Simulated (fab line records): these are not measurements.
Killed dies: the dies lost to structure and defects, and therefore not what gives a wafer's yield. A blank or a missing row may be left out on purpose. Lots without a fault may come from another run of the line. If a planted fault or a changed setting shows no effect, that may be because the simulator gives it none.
Matching of chambers / flow gf180mcu / GF_HV_LDD_ETCHBACK_58 on rie-diel-02: 4 sister chambers
The step etches Si3N4 in CH3F/O2, stops on SiO2, time 100 s, target depth 90 nm. 4 wafers are shown with their chamber, then 6 later ones without.

## WAFERS, EACH WITH ITS CHAMBER
wafer=L933.5; chamber=3; throttle-valve-pct (%)=10.552
wafer=L935.2; chamber=1; throttle-valve-pct (%)=10.570
wafer=L939.2; chamber=0; throttle-valve-pct (%)=10.564
wafer=L939.3; chamber=2; throttle-valve-pct (%)=10.556

## WAFERS WITHOUT THEIR CHAMBER
wafer=L944.1; throttle-valve-pct (%)=10.568
wafer=L944.4; throttle-valve-pct (%)=10.562
wafer=L944.5; throttle-valve-pct (%)=10.577
wafer=L946.3; throttle-valve-pct (%)=10.559
wafer=L946.4; throttle-valve-pct (%)=10.550
wafer=L946.5; throttle-valve-pct (%)=10.571

## THE CHAMBER EACH PASSED THROUGH
wafer=L944.1; from the rows above=can't be placed: 1 or 0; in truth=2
wafer=L944.4; from the rows above=can't be placed: 0 or 2 or 1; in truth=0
wafer=L944.5; from the rows above=can't be placed: 1 or 0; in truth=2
wafer=L946.3; from the rows above=can't be placed: 2 or 0 or 3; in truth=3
wafer=L946.4; from the rows above=can't be placed: 3 or 2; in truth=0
wafer=L946.5; from the rows above=can't be placed: 1 or 0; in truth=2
Correct placement for 0 of the 6. These rows do not allow placing 6 (true chamber among the candidates in 2). Placed wrongly: 0.
How it was worked out, from the rows above alone: a wafer's distance from a chamber is the root of the sum, over the readings, of the square of ((its reading less the chamber's mean) divided by the reading's scatter). If the next closest chamber is less than 2 further off than the closest, the wafer can't be placed; otherwise it belongs to the closest. The mean given for a chamber averages the wafers shown for that chamber. The scatter (one wafer shown for each chamber): square how far every hidden wafer sits from the nearest shown wafer, average those squares and take the square root.
